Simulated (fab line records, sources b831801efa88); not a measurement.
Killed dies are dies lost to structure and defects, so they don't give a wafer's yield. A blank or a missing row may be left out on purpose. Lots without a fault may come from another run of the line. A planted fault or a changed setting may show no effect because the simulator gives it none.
Which tool did it? | flow sky130 | 15 lots, 45 wafers sampled, at 5 steps of a route of 708

WHAT THE GAUGES READ, wafer by wafer
SKY_POLY_CUT_OVL_MEAS_09. Usual: POLY_CUT_OVL 1 nm, standard deviation 5.3.
lot  | measured     | on         | POLY_CUT_OVL (nm) | flag
L855 | day 24 14:06 | overlay-02 | 5 2 -1            |
L856 | day 24 21:14 | overlay-02 | -6 -1 4           |
L857 | day 25 05:13 | overlay-02 | 3 0 -1            |
L858 | day 25 19:39 | overlay-02 | 3 3 -1            |
L859 | day 26 04:51 | overlay-01 | -1 9 3            |
L866 | day 28 14:04 | overlay-02 | -3 2 3            |
L867 | day 28 19:21 | overlay-01 | 4 -7 5            |
L869 | day 29 13:40 | overlay-02 | 1 -2 -4           |
L870 | day 29 19:21 | overlay-01 | 0 -2 -5           |
L871 | day 30 13:31 | overlay-01 | 5 -2 2            |
L872 | day 30 15:19 | overlay-02 | 6 0 -7            |
L873 | day 30 19:31 | overlay-01 | -1 -6 -2          |
L874 | day 31 04:18 | overlay-01 | -12 -6 6          |
L875 | day 31 06:22 | overlay-02 | -2 8 2            |
L877 | day 31 17:46 | overlay-01 | 4 9 7             |

SKY_SD_P_OVL_MEAS_08. Usual: SD_P_OVL -0.5 nm, standard deviation 1.4.
lot  | measured     | on         | SD_P_OVL (nm)  | flag
L855 | day 25 19:50 | overlay-01 | -2.3 -1.5 -1.4 |
L856 | day 26 02:31 | overlay-01 | -1.3 -0.3 -1.0 |
L857 | day 26 10:18 | overlay-01 | 2.0 -0.7 0.5   |
L858 | day 27 00:40 | overlay-02 | -1.3 -0.6 -0.1 |
L859 | day 27 09:34 | overlay-01 | -2.0 -0.2 0.6  |
L866 | day 29 18:06 | overlay-01 | 0.0 -1.1 -2.6  |
L867 | day 29 22:49 | overlay-01 | -0.1 -2.3 -1.7 |
L869 | day 30 17:52 | overlay-02 | -2.2 -3.6 -1.1 |
L870 | day 30 23:15 | overlay-01 | -1.0 0.4 0.8   |
L871 | day 31 17:10 | overlay-02 | 1.5 1.0 0.4    |
L872 | day 31 19:30 | overlay-02 | 0.5 -0.2 0.8   |
L873 | day 31 23:43 | overlay-02 | -0.4 -0.5 -0.1 |
L874 | day 32 07:31 | overlay-01 | 1.4 2.2 0.0    |
L875 | day 32 09:04 | overlay-02 | -2.8 -0.5 -0.8 |
L877 | day 32 21:01 | overlay-01 | -2.1 -2.8 -1.3 |

SKY_RES_XHIGH_TW_MEAS_09. Usual: RES_XHIGH_TW 1635, standard deviation 12.
lot  | measured     | on            | RES_XHIGH_TW      | flag
L855 | day 27 01:06 | film_metro-02 | 1623 1633 1629    |
L856 | day 27 07:53 | film_metro-02 | 1631 1635 1634    |
L857 | day 27 15:56 | film_metro-03 | 30 30 30 30 30 30 | OFF
L858 | day 28 05:47 | film_metro-02 | 30 30 30 30 30 30 | OFF
L859 | day 28 13:53 | film_metro-04 | 30 30 30 30 30 30 | OFF
L866 | day 30 21:35 | film_metro-02 | 1626 1638 1625    |
L867 | day 31 02:39 | film_metro-02 | 1632 1625 1643    |
L869 | day 31 21:28 | film_metro-04 | 1625 1623 1637    |
L870 | day 32 02:47 | film_metro-04 | 1614 1619 1621    |
L871 | day 32 20:12 | film_metro-04 | 1614 1625 1616    |
L872 | day 33 05:15 | film_metro-03 | 1628 1632 1644    |
L873 | day 33 05:50 | film_metro-02 | 1630 1627 1638    |
L874 | day 33 11:06 | film_metro-04 | 1643 1637 1628    |
L875 | day 33 11:47 | film_metro-04 | 1629 1626 1638    |
L877 | day 33 22:41 | film_metro-02 | 1632 1635 1635    |

SKY_SD_N_RS_MEAS_18: measures by four-point-probe. Usual: RES_XHIGH_RS 333.1 ohm/sq, standard deviation 1.6.
lot  | measured     | on            | RES_XHIGH_RS (ohm/sq) | flag
L855 | day 28 07:06 | film_metro-04 | 332.1 332.1 333.4     |
L856 | day 28 13:13 | film_metro-02 | 332.2 330.6 332.7     |
L866 | day 32 02:14 | film_metro-04 | 332.5 332.4 333.3     |
L867 | day 32 06:36 | film_metro-02 | 336.9 335.5 335.1     |
L869 | day 33 00:40 | film_metro-02 | 331.5 332.5 332.9     |
L870 | day 33 06:28 | film_metro-04 | 334.1 334.8 334.8     |
L871 | day 33 23:07 | film_metro-04 | 333.9 334.7 334.2     |
L872 | day 34 08:13 | film_metro-02 | 334.9 335.3 335.5     |
L873 | day 34 08:32 | film_metro-03 | 333.5 332.1 332.4     |
L874 | day 34 13:20 | film_metro-03 | 329.4 329.9 329.1     |
L875 | day 34 13:43 | film_metro-02 | 332.4 334.4 331.9     |
L877 | day 35 02:09 | film_metro-04 | 334.0 332.9 332.0     |

WHICH TOOL RAN EACH LOT (tool, then ch and the chambers of the sampled wafers, then the start)
lot  | SKY_RES_XHIGH_EXPOSE_04
L855 | iline_stepper-01 ch 0, day 26 10:10
L856 | iline_stepper-01 ch 0, day 26 17:13
L857 | iline_stepper-01, day 27 01:26
L858 | iline_stepper-01, day 27 15:05
L859 | iline_stepper-01, day 27 23:53
L866 | iline_stepper-01 ch 0, day 30 07:29
L867 | iline_stepper-02 ch 0, day 30 13:02
L869 | iline_stepper-01 ch 0, day 31 07:54
L870 | iline_stepper-01 ch 0, day 31 12:57
L871 | iline_stepper-01 ch 0, day 32 06:54
L872 | iline_stepper-01 ch 0, day 32 09:31
L873 | iline_stepper-01 ch 0, day 32 13:14
L874 | iline_stepper-02 ch 0, day 32 21:39
L875 | iline_stepper-01 ch 0, day 32 22:54
L877 | iline_stepper-02 ch 0, day 33 10:49
- SKY_RES_XHIGH_EXPOSE_04: exposes mask URPM, target cd 1270 nm.

WHAT THE TOOLS THEMSELVES READ (means of the sampled wafers that have a number; where no wafer has one, the mark that the record gives instead)
SKY_RES_XHIGH_EXPOSE_04. Usual: exposure_dose_mJ_cm2 140.00, standard deviation 0.16; focus_offset_nm 0.0 nm, standard deviation 0.48.
lot  | tool             | exposure_dose_mJ_cm2 | focus_offset_nm (nm) | flag
L855 | iline_stepper-01 | 139.97               | 0.0                  |
L856 | iline_stepper-01 | 139.98               | -0.8                 |
L857 | iline_stepper-01 | -                    | -                    | OFF
L858 | iline_stepper-01 | -                    | -                    | OFF
L859 | iline_stepper-01 | -                    | -                    | OFF
L866 | iline_stepper-01 | 139.83               | 0.6                  |
L867 | iline_stepper-02 | 140.05               | -0.3                 |
L869 | iline_stepper-01 | 140.03               | -0.1                 |
L870 | iline_stepper-01 | 140.07               | -0.5                 |
L871 | iline_stepper-01 | 140.01               | -0.4                 |
L872 | iline_stepper-01 | 140.39               | -0.0                 |
L873 | iline_stepper-01 | 139.98               | -0.2                 |
L874 | iline_stepper-02 | 140.25               | 0.3                  |
L875 | iline_stepper-01 | 139.94               | 0.3                  |
L877 | iline_stepper-02 | 139.97               | 0.6                  |

THE ANSWER, worked out from the rows above alone
Rule: a lot is off if the mean of its wafers that have a number lies more than 3 standard deviations from the usual mean. A lot without any number at a reading at which 4 lots or more have one is off too. The other lots that the step has rows for count as sound. The gauges are gone through in route order, then the tools' own readings, and for those a lot's mean is taken as printed above. The first step at which some lot is off is used, and at that step the reading that is off furthest; a lot without a number counts as furthest.
Off: L857, L858, L859, at SKY_RES_XHIGH_TW_MEAS_09 (RES_XHIGH_TW).
A tool fits if, at a process step before that reading, it ran every lot that is off, and no sound lot after the first of them. The gauges at SKY_RES_XHIGH_TW_MEAS_09 aren't tried: what is off there is off at SKY_RES_XHIGH_EXPOSE_04 too, on other tools, and a gauge's error can't cause that. None of those tried fits.

WHAT THE SIMULATOR HAD PUT IN
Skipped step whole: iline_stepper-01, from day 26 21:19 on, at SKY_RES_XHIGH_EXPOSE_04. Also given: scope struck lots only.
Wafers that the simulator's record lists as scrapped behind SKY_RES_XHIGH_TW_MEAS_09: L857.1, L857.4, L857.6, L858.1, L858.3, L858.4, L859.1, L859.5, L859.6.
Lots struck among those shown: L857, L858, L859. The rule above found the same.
